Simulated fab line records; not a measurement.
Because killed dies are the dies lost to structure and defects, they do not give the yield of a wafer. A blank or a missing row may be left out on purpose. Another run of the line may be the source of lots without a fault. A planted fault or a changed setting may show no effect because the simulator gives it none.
Which tool was responsible? ; flow sky130 ; Sampling: 13 lots, 39 wafers, 4 of 708 route steps

WHAT THE GAUGES READ, wafer by wafer
SKY_METAL5_THK_MEAS_06: measures by xrf.
lot;measured;on;METAL5_ALCU_THK (nm)
L568;day 42 23:04;film_metro-01;1159 1159 1160
L569;day 43 16:40;film_metro-01;1186 1169 1179
L571;day 44 01:17;film_metro-03;1149 1143 1148
L572;day 44 07:10;film_metro-01;1151 1135 1158
L573;day 44 16:37;film_metro-01;1126 1136 1134
L574;day 44 17:16;film_metro-03;1156 1149 1151
L575;day 45 03:19;film_metro-01;1158 1162 1159
L579;day 46 03:41;film_metro-03;1136 1161 1135
L582;day 46 22:50;film_metro-03;1150 1150 1162
L587;day 47 21:17;film_metro-03;1161 1164 1168
L588;day 48 02:39;film_metro-03;1164 1149 1158
L589;day 48 07:56;film_metro-02;1163 1153 1157
L590;day 48 10:58;film_metro-03;1156 1162 1144

WHICH TOOL RAN EACH LOT (tool, then ch and the chambers of the sampled wafers, then the start)
lot;SKY_CAP2M_CLEAN_16;SKY_METAL4_DESCUM_15;SKY_VIA4_SPUTTER_17
L568;wet_bench-03 ch 1, day 40 19:38;rie_metal-04 ch 0,1, day 41 20:25;pvd_sputter-01, day 42 22:03
L569;wet_bench-03 ch 0, day 41 15:04;rie_metal-02 ch 0,1, day 42 14:29;pvd_sputter-04, day 43 15:40
L571;wet_bench-04 ch 0, day 41 23:18;rie_metal-02 ch 0,1, day 42 22:59;pvd_sputter-01, day 44 00:13
L572;wet_bench-03 ch 1, day 42 05:49;rie_metal-02 ch 0,1, day 43 05:07;pvd_sputter-01, day 44 06:11
L573;wet_bench-03 ch 0, day 42 15:10;rie_metal-04 ch 0, day 43 14:19;pvd_sputter-03, day 44 15:38
L574;wet_bench-01 ch 1, day 42 16:05;rie_metal-02 ch 0,1, day 43 15:43;pvd_sputter-04, day 44 16:17
L575;wet_bench-01 ch 0, day 43 02:37;rie_metal-02 ch 0,1, day 44 01:31;pvd_sputter-04, day 45 02:16
L579;wet_bench-01 ch 2, day 44 04:39;rie_metal-01 ch 1, day 45 03:19;pvd_sputter-01, day 46 02:42
L582;wet_bench-03 ch 0, day 45 01:01;rie_metal-02 ch 1, day 45 22:55;pvd_sputter-03, day 46 21:51
L587;wet_bench-01 ch 2, day 46 00:45;rie_metal-01 ch 0,1, day 46 22:01;pvd_sputter-03, day 47 20:17
L588;wet_bench-04 ch 2, day 46 06:47;rie_metal-02 ch 0,1, day 47 03:40;pvd_sputter-04, day 48 01:40
L589;wet_bench-01 ch 0, day 46 12:08;rie_metal-02 ch 0,1, day 47 09:07;pvd_sputter-03, day 48 06:58
L590;wet_bench-04 ch 3, day 46 16:40;rie_metal-04 ch 0, day 47 12:41;pvd_sputter-01, day 48 09:58
- SKY_CAP2M_CLEAN_16: cleans in IPA, time 180 s.
- SKY_METAL4_DESCUM_15: chemistry O2, time 8 s.
- SKY_VIA4_SPUTTER_17: material TiN, target thk 20 nm, time 80 s.

WHAT THE TOOLS THEMSELVES READ (means of the sampled wafers that have a number; where no wafer has one, the mark that the record gives instead)
SKY_METAL4_DESCUM_15.
lot;tool;drypump_motor_current_A (A);oes_product_au (a.u.)
L568;rie_metal-04;5.3;1.004
L569;rie_metal-02;5.7;1.004
L571;rie_metal-02;5.9;0.988
L572;rie_metal-02;6.0;0.992
L573;rie_metal-04;5.5;1.001
L574;rie_metal-02;5.6;0.995
L575;rie_metal-02;5.6;1.005
L579;rie_metal-01;5.2;1.002
L582;rie_metal-02;5.3;0.997
L587;rie_metal-01;5.3;1.006
L588;rie_metal-02;6.0;1.006
L589;rie_metal-02;6.0;0.998
L590;rie_metal-04;5.5;0.996

SKY_VIA4_SPUTTER_17.
lot;tool;throttle_valve_pct (%)
L568;pvd_sputter-01;30.6
L569;pvd_sputter-04;30.4
L571;pvd_sputter-01;29.9
L572;pvd_sputter-01;30.3
L573;pvd_sputter-03;29.0
L574;pvd_sputter-04;30.3
L575;pvd_sputter-04;30.0
L579;pvd_sputter-01;30.1
L582;pvd_sputter-03;29.4
L587;pvd_sputter-03;29.2
L588;pvd_sputter-04;30.7
L589;pvd_sputter-03;29.3
L590;pvd_sputter-01;30.6

THE ANSWER, worked out from the rows above alone
Rule: the lots themselves supply what counts as usual. The widest of any qualifying gaps counts: lots, ordered by their means at a reading, are off when they make up no more than a third of the lots, leave a main group of 4 or more, and stand apart from it by 3 or more times the standard deviation of that group's means. A main group is skipped when, at the precision printed for the reading in the tables above, its means are all equal. A lot without any number at a reading at which 4 lots or more have one is off too. All remaining lots with rows at the step are treated as sound. The gauges are gone through in route order, then the tools' own readings, and for those a lot's mean is taken as printed above. The first step at which some lot is off is used, and at that step the reading that is off furthest; a lot without a number counts as furthest.
No lot is off on any of the readings shown, so nothing can be concluded from this.

WHAT THE SIMULATOR HAD INSERTED
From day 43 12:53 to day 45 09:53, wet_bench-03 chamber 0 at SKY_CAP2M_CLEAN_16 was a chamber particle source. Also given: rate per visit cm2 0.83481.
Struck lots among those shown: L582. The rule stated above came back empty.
